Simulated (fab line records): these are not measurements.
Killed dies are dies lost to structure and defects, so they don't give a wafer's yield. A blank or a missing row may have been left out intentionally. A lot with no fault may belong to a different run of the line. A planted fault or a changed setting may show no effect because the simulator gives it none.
What tool caused it? -- flow sky130 -- Sampling: 13 lots, 39 wafers, 5 of 708 route steps

WHAT EACH GAUGE READ, for each wafer
SKY_FIELD_ISO_THK_MEAS_02. Usual: for FIELD_ISO_OXIDATION_00_THK the level is 11.85 nm and the standard deviation is 0.2.
lot,measured,on,FIELD_ISO_OXIDATION_00_THK (nm),flag
L822,day 1 17:17,film_metro-03,11.82 11.84 11.79,
L823,day 2 02:55,film_metro-02,11.87 11.81 11.82,
L824,day 2 02:57,film_metro-03,12.16 12.29 12.49,
L825,day 2 15:29,film_metro-04,11.80 11.86 11.68,
L826,day 2 15:32,film_metro-04,11.53 11.57 11.54,
L829,day 3 09:53,film_metro-03,11.73 11.54 11.76,
L833,day 4 03:49,film_metro-04,11.66 11.61 11.89,
L835,day 4 15:21,film_metro-02,11.95 11.97 12.15,
L837,day 5 03:57,film_metro-04,12.04 11.77 11.84,
L839,day 5 13:23,film_metro-02,11.99 11.89 12.03,
L841,day 5 17:58,film_metro-02,11.89 11.81 12.00,
L843,day 6 01:41,film_metro-04,11.88 11.85 12.07,
L844,day 6 06:38,film_metro-04,12.04 11.93 11.76,

SKY_FIELD_ISO_THK_MEAS_25. Usual: for FIELD_ISO_CVD_24_THK the level is 595 nm and the standard deviation is 6.1.
lot,measured,on,FIELD_ISO_CVD_24_THK (nm),flag
L822,day 2 21:05,film_metro-03,589 587 588,
L823,day 2 21:06,film_metro-04,588 597 593,
L824,day 2 21:11,film_metro-02,601 597 598,
L825,day 3 15:13,film_metro-02,594 597 598,
L826,day 3 15:13,film_metro-03,599 599 600,
L829,day 4 06:42,film_metro-03,589 588 592,
L833,day 5 06:42,film_metro-03,590 594 594,
L835,day 5 17:10,film_metro-04,594 597 596,
L837,day 6 00:17,film_metro-03,589 593 602,
L839,day 6 11:02,film_metro-03,593 587 592,
L841,day 6 18:11,film_metro-03,597 586 587,
L843,day 7 00:59,film_metro-03,591 582 591,
L844,day 7 08:01,film_metro-02,599 601 597,

SKY_NWELL_OVL_MEAS_23. Usual: for NWELL_01_OVL the level is 0.2 nm and the standard deviation is 1.4.
lot,measured,on,NWELL_01_OVL (nm),flag
L822,day 6 07:23,overlay-01,1.1 1.5 -0.2,
L823,day 6 08:02,overlay-02,0.9 0.1 1.1,
L824,day 6 08:54,overlay-02,-1.7 0.7 -0.3,
L825,day 6 21:52,overlay-02,-2.1 -2.8 -2.4,
L826,day 6 21:23,overlay-02,-0.8 -0.3 -1.3,
L829,day 7 22:08,overlay-02,-0.3 0.5 0.5,
L833,day 9 02:42,overlay-02,1.0 0.3 -0.2,
L835,day 9 05:47,overlay-01,0.6 1.4 3.2,
L837,day 9 12:37,overlay-02,3.2 1.3 2.0,
L839,day 10 01:02,overlay-01,0.1 1.6 0.5,
L841,day 10 11:18,overlay-01,0.4 1.5 -1.3,
L843,day 10 17:37,overlay-01,0.8 -1.0 -0.6,
L844,day 11 07:11,overlay-01,-0.7 0.6 -1.3,

SKY_NWELL_RS_MEAS_29: measures by four-point-probe. Usual: for NWELL_RS the level is 624.9 ohm/sq and the standard deviation is 1.3.
lot,measured,on,NWELL_RS (ohm/sq),flag
L822,day 6 07:53,film_metro-01,622.8 622.9 623.6,
L823,day 6 08:32,film_metro-01,626.2 623.4 626.4,
L824,day 6 09:27,film_metro-04,625.0 624.7 624.7,
L825,day 6 22:23,film_metro-01,622.3 623.7 623.9,
L826,day 6 21:53,film_metro-01,625.1 625.9 625.0,
L829,day 7 22:40,film_metro-03,624.2 625.7 626.9,
L833,day 9 03:13,film_metro-04,637.0 636.7 638.3 637.6 635.7 637.8,OFF
L835,day 9 06:18,film_metro-01,637.5 637.9 636.7 637.7 636.8 636.8,OFF
L837,day 9 13:07,film_metro-01,625.6 625.6 624.8,
L839,day 10 01:32,film_metro-01,626.1 624.2 628.4,
L841,day 10 11:51,film_metro-01,626.0 625.2 626.1,
L843,day 10 18:08,film_metro-01,626.3 627.9 625.1,
L844,day 11 07:41,film_metro-04,623.1 623.7 622.9,

WHAT TOOL EACH LOT RAN ON (gives the tool, then ch and the chambers of the sampled wafers, and finally the start)
lot,SKY_NWELL_IMPLANT_13
L822,"implanter-02 ch 0, day 5 14:03"
L823,"implanter-01 ch 0, day 5 14:24"
L824,"implanter-02 ch 0, day 5 15:06"
L825,"implanter-01 ch 0, day 6 02:37"
L826,"implanter-04 ch 0, day 6 02:12"
L829,"implanter-01 ch 0, day 7 02:54"
L833,"implanter-02 ch 0, day 8 06:04"
L835,"implanter-02 ch 0, day 8 08:39"
L837,"implanter-01 ch 0, day 8 15:34"
L839,"implanter-04 ch 0, day 9 03:55"
L841,"implanter-04 ch 0, day 9 13:00"
L843,"implanter-01 ch 0, day 9 18:52"
L844,"implanter-01 ch 0, day 10 07:39"
- SKY_NWELL_IMPLANT_13

AS READ BY THE TOOLS THEMSELVES (means over the sampled wafers that have a number; for cases with no such wafer, the mark the record gives instead)
SKY_NWELL_IMPLANT_13. Usual: dose_ions_cm2 7e+11, standard deviation 7.3e+08; faraday_current_uA 3.95, standard deviation 0.073.
lot,tool,dose_ions_cm2,faraday_current_uA,flag
L822,implanter-02,7e+11,3.95,
L823,implanter-01,7e+11,3.99,
L824,implanter-02,7e+11,3.96,
L825,implanter-01,7e+11,3.90,
L826,implanter-04,7e+11,3.88,
L829,implanter-01,7e+11,3.95,
L833,implanter-02,3e+11,1.81,OFF
L835,implanter-02,3e+11,1.78,OFF
L837,implanter-01,7e+11,3.92,
L839,implanter-04,7e+11,3.99,
L841,implanter-04,7e+11,3.99,
L843,implanter-01,7e+11,3.96,
L844,implanter-01,7e+11,3.90,

THE ANSWER, worked out from the rows above alone
Rule: take the mean of a lot's wafers that have a number; if it is more than 3 standard deviations from the usual mean, the lot is off. Also off: a lot with no number at a reading for which 4 or more lots have one. All remaining lots with rows at the step are treated as sound. Order of review: gauges by route order, followed by the tools' own readings, for which a lot's mean as printed above is used. The first step at which some lot is off is used, and at that step the reading that is off furthest; a lot without a number counts as furthest.
Off: L833, L835, seen at SKY_NWELL_RS_MEAS_29 (NWELL_RS).
A tool fits if, at a process step before that reading, it ran every lot that is off, and no sound lot after the first of them. Not tried: the gauges at SKY_NWELL_RS_MEAS_29; whatever is off there is also off at SKY_NWELL_IMPLANT_13, on other tools, and gauge error can't account for it. One fits: SKY_NWELL_IMPLANT_13 on implanter-02. A fault onset in the window from L824 (day 5 15:06, its last sound lot) to L833 (day 8 06:04, its first lot off) fits.
The tool's own readings at SKY_NWELL_IMPLANT_13 bear it out: on the lots that are off they differ by more than 5 times the standard deviation of the sound lots' means. dose_ions_cm2 reads 3e+11 there against 7e+11 on the sound lots; faraday_current_uA reads 1.79 there against 3.94 on the sound lots.

WHAT THE SIMULATOR PUT IN
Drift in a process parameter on implanter-02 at SKY_NWELL_IMPLANT_13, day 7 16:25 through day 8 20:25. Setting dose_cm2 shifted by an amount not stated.
Struck lots among those shown: L833, L835. The rule above reached the same finding.
